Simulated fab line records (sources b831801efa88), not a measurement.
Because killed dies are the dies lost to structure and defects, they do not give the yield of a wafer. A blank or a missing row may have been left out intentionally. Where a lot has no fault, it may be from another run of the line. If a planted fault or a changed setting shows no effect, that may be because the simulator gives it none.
Which tool was responsible? | flow sky130 | 12 lots, 36 wafers sampled, at 5 steps of a route of 708

## WHAT EACH GAUGE READ, for each wafer
SKY_VT_ADJUST_NCORE_CD_MEAS_07: target cd 380 nm. Usual: cd nm at 380.0 nm, with a standard deviation of 2.4.
lot  | measured     | on        | cd nm (nm)        | flag
L958 | day 8 07:46  | cd sem-01 | 380.6 378.2 381.5 |
L960 | day 9 08:41  | cd sem-01 | 379.8 381.1 379.9 |
L959 | day 9 09:11  | cd sem-02 | 380.9 380.7 380.0 |
L962 | day 9 16:08  | cd sem-02 | 382.4 383.2 383.0 |
L970 | day 11 21:41 | cd sem-02 | 383.2 381.1 379.1 |
L971 | day 12 05:08 | cd sem-02 | 375.5 378.1 376.1 |
L974 | day 13 22:02 | cd sem-02 | 381.9 381.5 377.3 |
L975 | day 14 00:24 | cd sem-01 | 378.8 380.6 381.4 |
L977 | day 14 05:17 | cd sem-02 | 378.0 381.3 378.3 |
L976 | day 14 09:38 | cd sem-02 | 382.4 380.5 381.3 |
L979 | day 15 02:32 | cd sem-02 | 385.8 383.2 381.4 |
L981 | day 15 17:52 | cd sem-01 | 380.3 382.2 380.7 |

SKY_VT_ADJUST_NCORE_TW_MEAS_11. Usual: for VT_ADJUST_NCORE_TW the level is 220 and the standard deviation is 3.1.
lot  | measured     | on            | VT_ADJUST_NCORE_TW | flag
L958 | day 8 08:10  | film metro-03 | 216 217 216        |
L960 | day 9 09:06  | film metro-01 | 224 223 222        |
L959 | day 9 09:34  | film metro-03 | 216 217 217        |
L962 | day 9 16:33  | film metro-04 | 223 222 223        |
L970 | day 11 22:05 | film metro-03 | 216 217 216        |
L971 | day 12 05:33 | film metro-04 | 219 218 219        |
L974 | day 13 22:35 | film metro-03 | 217 217 218        |
L975 | day 14 00:47 | film metro-01 | 224 225 224        |
L977 | day 14 05:41 | film metro-01 | 223 224 224        |
L976 | day 14 10:02 | film metro-01 | 224 224 223        |
L979 | day 15 03:29 | film metro-01 | 224 225 224        |
L981 | day 15 18:15 | film metro-03 | 217 217 216        |

SKY_VT_ADJUST_PCH_TW_MEAS_10. Usual: for VT_ADJUST_PCH_TW the level is 143.1 and the standard deviation is 1.5.
lot  | measured     | on            | VT_ADJUST_PCH_TW                    | flag
L958 | day 10 03:36 | film metro-02 | 173.4 173.9 173.6 173.1 174.0 173.0 | OFF
L960 | day 11 04:58 | film metro-02 | 173.3 172.8 173.1 173.3 173.5 172.5 | OFF
L959 | day 11 06:36 | film metro-03 | 140.8 142.6 141.7                   |
L962 | day 11 12:34 | film metro-04 | 143.9 144.2 143.6                   |
L970 | day 14 00:59 | film metro-03 | 141.1 140.7 140.2                   |
L971 | day 14 07:02 | film metro-03 | 140.2 140.6 141.3                   |
L974 | day 16 04:38 | film metro-02 | 143.4 144.9 144.3                   |
L975 | day 16 07:45 | film metro-02 | 144.7 143.6 144.6                   |
L977 | day 16 12:32 | film metro-02 | 144.1 144.3 143.8                   |
L976 | day 16 16:28 | film metro-02 | 144.1 143.9 144.1                   |
L979 | day 17 12:29 | film metro-02 | 143.8 143.6 143.1                   |
L981 | day 18 04:56 | film metro-02 | 143.7 143.2 144.0                   |

## TOOL THAT RAN EACH LOT (tool first, then ch and the chambers of the sampled wafers, then the start)
lot  | SKY_VT_ADJUST_HVTR_STRIP_10          | SKY_VT_ADJUST_PCH_IMPLANT_08
L958 | plasma asher-03 ch 0,1, day 9 05:00  | implanter-04 ch 0, day 10 03:03
L960 | plasma asher-01 ch 0,1, day 10 07:57 | implanter-03 ch 0, day 11 04:23
L959 | plasma asher-01 ch 0,1, day 10 08:41 | implanter-02 ch 0, day 11 06:23
L962 | plasma asher-03 ch 0,1, day 10 14:44 | implanter-02 ch 0, day 11 12:19
L970 | plasma asher-01 ch 0, day 12 22:15   | implanter-02 ch 0, day 14 00:44
L971 | plasma asher-04 ch 0,1, day 13 04:41 | implanter-03 ch 0, day 14 06:47
L974 | plasma asher-01 ch 0,1, day 15 01:03 | implanter-04 ch 0, day 16 04:23
L975 | plasma asher-01 ch 0,1, day 15 04:14 | implanter-03 ch 0, day 16 07:33
L977 | plasma asher-03 ch 0,1, day 15 08:48 | implanter-02 ch 0, day 16 12:17
L976 | plasma asher-03 ch 0, day 15 13:14   | implanter-03 ch 0, day 16 16:13
L979 | plasma asher-01 ch 0,1, day 16 07:00 | implanter-03 ch 0, day 17 12:14
L981 | plasma asher-04 ch 0,1, day 16 22:51 | implanter-03 ch 0, day 18 04:42
- SKY_VT_ADJUST_HVTR_STRIP_10: strips in O2/N2.
- SKY_VT_ADJUST_PCH_IMPLANT_08

## AS READ BY THE TOOLS THEMSELVES (means over the sampled wafers that have a number; for cases with no such wafer, the mark the record gives instead)
SKY_VT_ADJUST_HVTR_STRIP_10. Usual: drypump motor current A 5.7 A, standard deviation 0.3; oes product au 0.716 a.u., standard deviation 0.0041; strip time to endpoint s 14.17 s, standard deviation 0.049.
lot  | tool            | drypump motor current A (A) | oes product au (a.u.) | strip time to endpoint s (s) | flag
L958 | plasma asher-03 | 5.8                         | 0.712                 | 14.16                        |
L960 | plasma asher-01 | 5.7                         | 0.716                 | 14.18                        |
L959 | plasma asher-01 | 5.7                         | 0.715                 | 14.18                        |
L962 | plasma asher-03 | 5.8                         | 0.718                 | 14.14                        |
L970 | plasma asher-01 | 5.4                         | 0.717                 | 14.20                        |
L971 | plasma asher-04 | 5.6                         | 0.716                 | 14.13                        |
L974 | plasma asher-01 | 5.5                         | 0.718                 | 14.11                        |
L975 | plasma asher-01 | 5.7                         | 0.712                 | 14.16                        |
L977 | plasma asher-03 | 5.8                         | 0.715                 | 14.22                        |
L976 | plasma asher-03 | 5.9                         | 0.716                 | 14.18                        |
L979 | plasma asher-01 | 5.5                         | 0.712                 | 14.21                        |
L981 | plasma asher-04 | 5.9                         | 0.721                 | 14.24                        |

SKY_VT_ADJUST_PCH_IMPLANT_08. Usual: dose ions cm2 at 4.999e+11, with a standard deviation of 6e+08.
lot  | tool         | dose ions cm2 | flag
L958 | implanter-04 | 5.001e+11     |
L960 | implanter-03 | 4.998e+11     |
L959 | implanter-02 | 5.001e+11     |
L962 | implanter-02 | 4.995e+11     |
L970 | implanter-02 | 4.997e+11     |
L971 | implanter-03 | 4.998e+11     |
L974 | implanter-04 | 4.998e+11     |
L975 | implanter-03 | 4.997e+11     |
L977 | implanter-02 | 5.007e+11     |
L976 | implanter-03 | 5.007e+11     |
L979 | implanter-03 | 4.999e+11     |
L981 | implanter-03 | 5.004e+11     |

## THE ANSWER, worked out from the rows above alone
Rule: a lot counts as off when the mean over its wafers that have a number is more than 3 standard deviations away from the usual mean. Also off: a lot with no number at a reading for which 4 or more lots have one. All remaining lots with rows at the step are treated as sound. The gauges are gone through in route order, then the tools' own readings, and for those a lot's mean is taken as printed above. The first step at which some lot is off is used, and at that step the reading that is off furthest; a lot without a number counts as furthest.
Off: at SKY_VT_ADJUST_PCH_TW_MEAS_10 (VT_ADJUST_PCH_TW), L958, L960.
A tool fits if, at a process step before that reading, it ran every lot that is off, and no sound lot after the first of them. Gauges at SKY_VT_ADJUST_PCH_TW_MEAS_10: tried the same way as those tools. None of those tried fits.

## WHAT THE SIMULATOR HAD PUT IN
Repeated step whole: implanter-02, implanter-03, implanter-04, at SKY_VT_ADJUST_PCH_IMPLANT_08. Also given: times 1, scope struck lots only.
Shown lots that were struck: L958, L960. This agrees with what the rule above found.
